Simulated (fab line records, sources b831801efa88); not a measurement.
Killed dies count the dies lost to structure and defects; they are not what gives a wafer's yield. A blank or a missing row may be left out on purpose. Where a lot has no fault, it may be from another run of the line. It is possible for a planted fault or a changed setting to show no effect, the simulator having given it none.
What tool caused it? ; flow gf180mcu ; 24 lots, 72 wafers sampled, at 3 steps of a route of 602

== WHAT THE GAUGES SHOWED, per wafer ==
GF_M1_OVL_MEAS_15. Usual: M1_OVL typically reads -4 nm, with standard deviation 8.3.
lot;measured;on;M1_OVL (nm);flag
L074;day 18 01:02;overlay-01;-6 0 -1;
L075;day 18 07:18;overlay-01;1 4 -4;
L076;day 18 17:14;overlay-02;-5 -8 -4;
L077;day 19 01:55;overlay-01;-16 -16 -23;
L078;day 19 08:05;overlay-01;-19 -16 -17;
L079;day 20 00:01;overlay-02;-4 4 -3;
L080;day 20 04:18;overlay-02;3 6 9;
L081;day 20 11:28;overlay-01;-10 7 0;
L082;day 21 00:33;overlay-02;4 -6 -15;
L083;day 21 07:37;overlay-02;2 3 -11;
L084;day 21 10:17;overlay-01;-4 9 1;
L085;day 22 04:30;overlay-02;-11 2 7;
L086;day 22 10:52;overlay-02;10 0 -3;
L087;day 22 17:19;overlay-02;8 -6 -9;
L088;day 23 02:14;overlay-01;-7 -6 -8;
L089;day 23 11:16;overlay-02;-12 -11 -15;
L090;day 23 17:53;overlay-01;5 -11 1;
L091;day 24 01:19;overlay-02;-15 -9 -13;
L092;day 24 10:16;overlay-02;7 -10 6;
L093;day 24 17:15;overlay-02;-2 -2 2;
L094;day 24 20:33;overlay-02;-5 -5 -2;
L095;day 25 04:13;overlay-01;5 -1 -12;
L096;day 25 11:43;overlay-01;-12 -5 2;
L097;day 25 19:43;overlay-01;7 -5 -6;

GF_V2_THK_MEAS_01. Usual: V2_CVD_00_THK typically reads 601 nm, with standard deviation 5.9.
lot;measured;on;V2_CVD_00_THK (nm);flag
L074;day 20 05:59;filmMetro-03;601 603 602;
L075;day 20 12:07;filmMetro-03;598 594 601;
L076;day 20 22:37;filmMetro-03;595 603 599;
L077;day 21 06:52;filmMetro-02;594 597 597;
L078;day 21 13:29;filmMetro-03;589 606 593;
L079;day 22 05:04;filmMetro-03;603 603 597;
L080;day 22 08:53;filmMetro-02;609 611 610;
L081;day 22 17:02;filmMetro-03;605 600 602;
L082;day 23 04:34;filmMetro-04;607 596 597;
L083;day 23 11:04;filmMetro-03;605 600 609;
L084;day 23 14:43;filmMetro-04;593 608 595;
L085;day 24 06:29;filmMetro-04;606 582 600;
L086;day 24 13:41;filmMetro-04;613 604 595;
L087;day 24 19:40;filmMetro-02;597 596 598;
L088;day 25 03:54;filmMetro-04;603 599 592;
L089;day 25 12:56;filmMetro-03;596 592 598;
L090;day 25 18:38;filmMetro-04;609 609 608;
L091;day 26 01:43;filmMetro-02;614 613 605;
L092;day 26 10:14;filmMetro-03;596 598 606;
L093;day 26 16:37;filmMetro-04;595 601 603;
L094;day 26 19:55;filmMetro-03;598 601 598;
L095;day 27 02:49;filmMetro-02;595 593 595;
L096;day 27 10:25;filmMetro-02;593 610 602;
L097;day 27 17:07;filmMetro-04;602 603 605;

GF_V2_CD_MEAS_14: the cd target is 260 nm. Usual: cdNm at 260.4 nm, with a standard deviation of 1.4.
lot;measured;on;cdNm (nm);flag
L074;day 21 08:08;cdSem-02;260.1 260.5 259.5;
L075;day 21 12:53;cdSem-01;259.3 258.6 258.5;
L076;day 21 23:46;cdSem-01;258.1 257.7 256.9;
L077;day 22 07:33;cdSem-01;259.8 259.3 259.1;
L078;day 22 14:29;cdSem-01;258.4 261.4 262.4;
L079;day 23 05:29;cdSem-01;258.8 260.2 259.3;
L080;day 23 09:33;cdSem-01;262.1 262.9 261.9;
L081;day 23 17:16;cdSem-01;261.0 261.2 261.4;
L082;day 24 04:20;cdSem-02;260.7 261.6 261.2;
L083;day 24 10:59;cdSem-01;260.7 260.3 259.2;
L084;day 24 14:20;cdSem-02;261.5 262.2 262.6;
L085;day 25 06:20;cdSem-02;258.8 259.1 259.4;
L086;day 25 12:41;cdSem-01;261.1 261.5 260.3;
L087;day 25 18:23;cdSem-01;261.3 259.8 262.2;
L088;day 26 01:57;cdSem-02;259.9 259.8 258.4;
L089;day 26 10:48;cdSem-02;262.0 262.6 262.4;
L090;day 26 16:55;cdSem-02;259.7 258.7 260.5;
L091;day 26 23:32;cdSem-01;257.6 259.0 258.4;
L092;day 27 07:41;cdSem-02;260.8 261.5 262.0;
L093;day 27 13:13;cdSem-01;260.6 260.9 260.1;
L094;day 27 16:08;cdSem-02;262.3 262.9 262.6;
L095;day 27 23:05;cdSem-01;258.5 258.5 258.9;
L096;day 28 07:47;cdSem-01;262.9 261.6 260.3;
L097;day 28 13:53;cdSem-01;260.5 260.4 260.0;

== EACH LOT AND THE TOOL THAT RAN IT (in order: tool; ch and the chambers of the sampled wafers; start) ==
No process step before these readings appears in the record.

== WHAT THE TOOLS THEMSELVES READ (means of the sampled wafers that have a number; where no wafer has one, the mark that the record gives instead) ==
The record holds no such reading with a usual standard deviation.

== THE ANSWER, worked out from the rows above alone ==
Rule: a lot counts as off when the mean over its wafers that have a number is more than 3 standard deviations away from the usual mean. A lot without any number at a reading at which 4 lots or more have one is off too. The other lots that the step has rows for count as sound. The gauges are gone through in route order, then the tools' own readings, and for those a lot's mean is taken as printed above. The first step at which some lot is off is used, and at that step the reading that is off furthest; a lot without a number counts as furthest.
No lot is off at any reading shown: from this, nothing can be told.

== WHAT THE SIMULATOR HAD INSERTED ==
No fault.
